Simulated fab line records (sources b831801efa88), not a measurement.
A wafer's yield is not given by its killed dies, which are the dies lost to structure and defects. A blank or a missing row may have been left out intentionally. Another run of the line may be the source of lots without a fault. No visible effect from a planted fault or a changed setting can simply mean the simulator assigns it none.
What tool caused it? / flow sky130 / 39 wafers from 13 lots sampled at 4 of the route's 708 steps

== WHAT EACH GAUGE READ, for each wafer ==
SKY_VIA4_BOW_MEAS_03. Usual: VIA4_BOW gives 81 um (standard deviation 7.5).
lot=L880; measured=day 42 01:26; on=film-metro-02; VIA4_BOW (um)=91 92 77; flag=
lot=L881; measured=day 42 03:19; on=film-metro-02; VIA4_BOW (um)=79 79 93; flag=
lot=L882; measured=day 42 08:14; on=film-metro-01; VIA4_BOW (um)=84 85 82; flag=
lot=L883; measured=day 42 14:44; on=film-metro-03; VIA4_BOW (um)=85 85 91; flag=
lot=L884; measured=day 42 20:58; on=film-metro-02; VIA4_BOW (um)=85 86 75; flag=
lot=L885; measured=day 43 02:04; on=film-metro-01; VIA4_BOW (um)=91 83 89; flag=
lot=L886; measured=day 43 07:08; on=film-metro-03; VIA4_BOW (um)=78 82 75; flag=
lot=L888; measured=day 44 00:12; on=film-metro-03; VIA4_BOW (um)=77 60 70; flag=
lot=L889; measured=day 44 03:21; on=film-metro-03; VIA4_BOW (um)=82 82 81; flag=
lot=L890; measured=day 44 05:43; on=film-metro-02; VIA4_BOW (um)=81 72 81; flag=
lot=L894; measured=day 45 21:08; on=film-metro-03; VIA4_BOW (um)=81 73 91; flag=
lot=L896; measured=day 46 08:54; on=film-metro-03; VIA4_BOW (um)=82 84 83; flag=
lot=L903; measured=day 47 22:02; on=film-metro-01; VIA4_BOW (um)=79 76 81; flag=

SKY_VIA4_OVL_MEAS_11. Usual: VIA4_OVL gives -0.2 nm (standard deviation 1.3).
lot=L880; measured=day 43 01:01; on=overlay-02; VIA4_OVL (nm)=0.3 -0.6 -0.3; flag=
lot=L881; measured=day 43 02:00; on=overlay-01; VIA4_OVL (nm)=1.4 0.5 1.0; flag=
lot=L882; measured=day 43 07:38; on=overlay-02; VIA4_OVL (nm)=1.5 1.7 1.0; flag=
lot=L883; measured=day 43 13:02; on=overlay-02; VIA4_OVL (nm)=1.5 0.4 -0.3; flag=
lot=L884; measured=day 43 19:50; on=overlay-02; VIA4_OVL (nm)=-0.6 1.3 1.5; flag=
lot=L885; measured=day 44 00:23; on=overlay-01; VIA4_OVL (nm)=1.0 -1.2 -1.2; flag=
lot=L886; measured=day 44 05:24; on=overlay-02; VIA4_OVL (nm)=-1.2 0.6 -0.3; flag=
lot=L888; measured=day 44 22:12; on=overlay-01; VIA4_OVL (nm)=-0.3 -1.4 -2.6; flag=
lot=L889; measured=day 45 01:19; on=overlay-01; VIA4_OVL (nm)=-2.4 -1.8 -0.3; flag=
lot=L890; measured=day 45 03:47; on=overlay-01; VIA4_OVL (nm)=2.9 1.1 -0.3; flag=
lot=L894; measured=day 46 17:03; on=overlay-01; VIA4_OVL (nm)=0.4 0.6 0.1; flag=
lot=L896; measured=day 47 04:53; on=overlay-02; VIA4_OVL (nm)=0.3 0.3 -0.6; flag=
lot=L903; measured=day 48 16:18; on=overlay-02; VIA4_OVL (nm)=1.1 -0.2 -0.1; flag=

SKY_PAD_OPEN_BOW_MEAS_13. Usual: PAD_OPEN_BOW gives 50 um (standard deviation 7.6).
lot=L880; measured=day 45 23:17; on=film-metro-03; PAD_OPEN_BOW (um)=58 62 47; flag=
lot=L881; measured=day 46 01:38; on=film-metro-02; PAD_OPEN_BOW (um)=45 45 58; flag=
lot=L882; measured=day 46 06:55; on=film-metro-03; PAD_OPEN_BOW (um)=48 49 45; flag=
lot=L883; measured=day 46 08:31; on=film-metro-03; PAD_OPEN_BOW (um)=51 50 58; flag=
lot=L884; measured=day 46 16:25; on=film-metro-04; PAD_OPEN_BOW (um)=52 53 44; flag=
lot=L885; measured=day 46 21:40; on=film-metro-02; PAD_OPEN_BOW (um)=64 56 62; flag=
lot=L886; measured=day 47 01:43; on=film-metro-03; PAD_OPEN_BOW (um)=50 54 45; flag=
lot=L888; measured=day 47 16:10; on=film-metro-04; PAD_OPEN_BOW (um)=46 29 38; flag=
lot=L889; measured=day 47 19:13; on=film-metro-03; PAD_OPEN_BOW (um)=48 49 47; flag=
lot=L890; measured=day 47 21:55; on=film-metro-02; PAD_OPEN_BOW (um)=50 42 52; flag=
lot=L894; measured=day 49 05:35; on=film-metro-02; PAD_OPEN_BOW (um)=48 39 56; flag=
lot=L896; measured=day 49 15:45; on=film-metro-03; PAD_OPEN_BOW (um)=54 57 55; flag=
lot=L903; measured=day 51 00:14; on=film-metro-03; PAD_OPEN_BOW (um)=50 47 53; flag=

== TOOL THAT RAN EACH LOT (tool first, then ch and the chambers of the sampled wafers, then the start) ==
lot=L880; SKY_METAL1_STRIP_20=plasma-asher-03 ch 0,1, day 33 02:27
lot=L881; SKY_METAL1_STRIP_20=plasma-asher-04 ch 0,1, day 33 06:09
lot=L882; SKY_METAL1_STRIP_20=plasma-asher-03 ch 0,1, day 33 08:46
lot=L883; SKY_METAL1_STRIP_20=plasma-asher-01 ch 0,1, day 33 22:40
lot=L884; SKY_METAL1_STRIP_20=plasma-asher-04 ch 0,1, day 33 23:41
lot=L885; SKY_METAL1_STRIP_20=plasma-asher-01 ch 0,1, day 34 06:01
lot=L886; SKY_METAL1_STRIP_20=plasma-asher-03 ch 0,1, day 34 10:49
lot=L888; SKY_METAL1_STRIP_20=plasma-asher-01 ch 1, day 35 07:22
lot=L889; SKY_METAL1_STRIP_20=plasma-asher-03 ch 0, day 35 11:38
lot=L890; SKY_METAL1_STRIP_20=plasma-asher-01 ch 1, day 35 13:58
lot=L894; SKY_METAL1_STRIP_20=plasma-asher-01 ch 0,1, day 37 11:28
lot=L896; SKY_METAL1_STRIP_20=plasma-asher-01 ch 0,1, day 38 05:53
lot=L903; SKY_METAL1_STRIP_20=plasma-asher-04 ch 0,1, day 39 23:50
- SKY_METAL1_STRIP_20: strips in O2/N2.

== WHAT THE TOOLS THEMSELVES READ (means of the sampled wafers that have a number; where no wafer has one, the mark that the record gives instead) ==
SKY_METAL1_STRIP_20. Usual: drypump-motor-current-A 5.9 A, standard deviation 0.49; oes-product-au 0.343 a.u., standard deviation 0.0049; strip-time-to-endpoint-s 2.699 s, standard deviation 0.029.
lot=L880; tool=plasma-asher-03; drypump-motor-current-A (A)=6.1; oes-product-au (a.u.)=0.346; strip-time-to-endpoint-s (s)=2.671; flag=
lot=L881; tool=plasma-asher-04; drypump-motor-current-A (A)=5.5; oes-product-au (a.u.)=0.348; strip-time-to-endpoint-s (s)=2.723; flag=
lot=L882; tool=plasma-asher-03; drypump-motor-current-A (A)=6.2; oes-product-au (a.u.)=0.340; strip-time-to-endpoint-s (s)=2.689; flag=
lot=L883; tool=plasma-asher-01; drypump-motor-current-A (A)=5.8; oes-product-au (a.u.)=0.339; strip-time-to-endpoint-s (s)=2.724; flag=
lot=L884; tool=plasma-asher-04; drypump-motor-current-A (A)=5.8; oes-product-au (a.u.)=0.346; strip-time-to-endpoint-s (s)=2.699; flag=
lot=L885; tool=plasma-asher-01; drypump-motor-current-A (A)=5.8; oes-product-au (a.u.)=0.346; strip-time-to-endpoint-s (s)=2.668; flag=
lot=L886; tool=plasma-asher-03; drypump-motor-current-A (A)=5.8; oes-product-au (a.u.)=0.351; strip-time-to-endpoint-s (s)=2.709; flag=
lot=L888; tool=plasma-asher-01; drypump-motor-current-A (A)=6.4; oes-product-au (a.u.)=0.345; strip-time-to-endpoint-s (s)=2.659; flag=
lot=L889; tool=plasma-asher-03; drypump-motor-current-A (A)=5.5; oes-product-au (a.u.)=0.341; strip-time-to-endpoint-s (s)=2.735; flag=
lot=L890; tool=plasma-asher-01; drypump-motor-current-A (A)=6.4; oes-product-au (a.u.)=0.343; strip-time-to-endpoint-s (s)=2.742; flag=
lot=L894; tool=plasma-asher-01; drypump-motor-current-A (A)=6.1; oes-product-au (a.u.)=0.344; strip-time-to-endpoint-s (s)=2.669; flag=
lot=L896; tool=plasma-asher-01; drypump-motor-current-A (A)=5.8; oes-product-au (a.u.)=0.339; strip-time-to-endpoint-s (s)=2.700; flag=
lot=L903; tool=plasma-asher-04; drypump-motor-current-A (A)=5.5; oes-product-au (a.u.)=0.344; strip-time-to-endpoint-s (s)=2.677; flag=

== THE ANSWER, worked out from the rows above alone ==
Rule: a lot counts as off when the mean over its wafers that have a number is more than 3 standard deviations away from the usual mean. Also off: a lot with no number at a reading for which 4 or more lots have one. Where the step has rows for the other lots, those lots are counted as sound. Order of review: gauges by route order, followed by the tools' own readings, for which a lot's mean as printed above is used. At the first step where some lot is off, the reading lying furthest off is the one used; lots without a number count as furthest.
Nothing can be told from this: no lot is off at any reading shown.

== WHAT WAS PUT IN BY THE SIMULATOR ==
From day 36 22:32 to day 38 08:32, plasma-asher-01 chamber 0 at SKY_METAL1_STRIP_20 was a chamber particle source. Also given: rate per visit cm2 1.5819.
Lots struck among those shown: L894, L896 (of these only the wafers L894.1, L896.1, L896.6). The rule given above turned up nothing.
